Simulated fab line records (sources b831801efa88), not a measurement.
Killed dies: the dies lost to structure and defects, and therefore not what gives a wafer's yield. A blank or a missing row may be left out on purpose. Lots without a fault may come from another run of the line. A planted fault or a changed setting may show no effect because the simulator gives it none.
Struck lot and sound lot, side by side | flow sky130 | 16 steps out of a route of 708
Sound: wafers L401.1, L401.3, L401.5. The struck wafers were L395.4, L395.5. The cause is given at the end.
Each step with rows lists, per side, the tool, then ch with its chambers, then its first start. Under that, the readings that differ: sound wafers | struck wafers | difference of the means | sigmas: that difference in standard deviations of wafers without a fault.
alike: readings with means less than 2 such deviations apart, plus words and numbers identical on both sides. not compared: withheld readings, readings lacking a value on some wafer, bounds such as >300 that could conceal the same value, and numbers that have no deviation in the record and whose values overlap.
Wherever a step has rows on one side only, a row that says differs or no value, or a row with sigmas, the two part there. Numbers that have no deviation but don't overlap get no sigmas and don't part them. Lack of a reading on every wafer of one side parts them only where that side has two or more wafers.

first, 3 steps without rows for these wafers: SKY_METAL2_EXPOSE_12 (exposes mask MM2, target cd 140 nm); SKY_METAL2_PEB_13; SKY_METAL2_DEVELOP_14 (develop time 60 s).
SKY_METAL2_CD_MEAS_15 targets a cd of 140 nm.
  sound: cdSem-02 at day 40 22:04; struck: cdSem-02 at day 38 22:31
  alike: cdNm
SKY_METAL2_OVL_MEAS_16:
  sound: overlay-01 at day 40 22:11; struck: overlay-01 at day 38 22:36
reading         | sound | struck | difference | sigmas
METAL2_OVL (nm) | 4 1 7 | -7 -5  | -10        | -2
SKY_METAL2_DESCUM_17: chemistry O2, time 8 s.
  sound on rieMetal-01 ch 0,1, day 40 22:13; struck on rieMetal-01 ch 0, day 38 22:38
  alike: drypumpMotorCurrentA, oesProductAu
  not compared: rfHoursCounterH
SKY_METAL2_ETCH_18: etches BARC in N2/H2, stops on SiO2, time 45.9 s, target depth 60 nm.
  sound on rieMetal-01 ch 0,1, day 40 22:15; struck on rieMetal-01 ch 0, day 38 22:40
  alike: drypumpMotorCurrentA, h2FlowSccm, oesProductAu, throttleValvePct
  not compared: rfHoursCounterH
SKY_METAL2_METAL_ETCH_19: etches the open film in Cl2/BCl3, stops on SiO2, target depth 360 nm, time 78 s.
  sound on rieMetal-01 ch 0,1, day 40 22:19; struck on rieMetal-01 ch 0, day 38 22:44
  alike: drypumpMotorCurrentA, oesProductAu, throttleValvePct
  not compared: rfHoursCounterH
SKY_METAL2_STRIP_20: strips in O2/N2.
  sound on plasmaAsher-03 ch 0, day 40 22:24; struck on plasmaAsher-03 ch 0,1, day 38 22:50
  alike: drypumpMotorCurrentA, o2FlowSccm, oesProductAu, stripTimeToEndpointS
  not compared: rfHoursCounterH
then, 3 steps without rows for these wafers: SKY_METAL2_STRIP_21 (strips in post etch residue remover, time 1200 s); SKY_METAL2_CLEAN_22 (cleans in IPA, time 180 s); SKY_METAL2_CLEAN_23 (cleans in O3/DIW).
SKY_VIA2_HDPCVD_00: deposits SiO2, target thk 1180 nm, time 196.7 s.
  sound on hdpcvd-01 ch 1,2, day 40 22:59; struck on hdpcvd-02 ch 0,1, day 38 23:28
reading                                 | sound             | struck      | difference | sigmas
runLengthS (s)                          | 223.5 224.1 224.4 | 206.2 206.3 | -17.8      | -24
model.SiO2_of_VIA2_HDPCVD_00.thkNm (nm) | 1181 1185 1187    | 1079 1084   | -103       | 
  alike: sih4FlowSccm
SKY_VIA2_THK_MEAS_01:
  sound: filmMetro-02 at day 40 23:11; struck: filmMetro-01 at day 38 23:34
reading              | sound          | struck    | difference | sigmas
VIA2_HDPCVD_THK (nm) | 1182 1184 1187 | 1081 1084 | -102       | -8
SKY_VIA2_CMP_02: polishes SiO2.
  sound on cmp-01 ch 0,3, day 40 23:14; struck on cmp-01 ch 0,2, day 38 23:44
  alike: motorCurrentA
-- the record jumps here: 10 days lie between the struck wafers' starts before and after (it left off in module VIA2 and takes up again in module PAD_OPEN, whose first step shown is number 708 of the route) --
SKY_PAD_OPEN_PROBE_99:
  record: rows for the struck wafers here (prober-02, day 48 17:40), none for the sound ones

## WHERE THEY PART
Last at SKY_PAD_OPEN_PROBE_99 as far as this record goes, first at SKY_METAL2_OVL_MEAS_16.

WHY: what had been put in by the simulator
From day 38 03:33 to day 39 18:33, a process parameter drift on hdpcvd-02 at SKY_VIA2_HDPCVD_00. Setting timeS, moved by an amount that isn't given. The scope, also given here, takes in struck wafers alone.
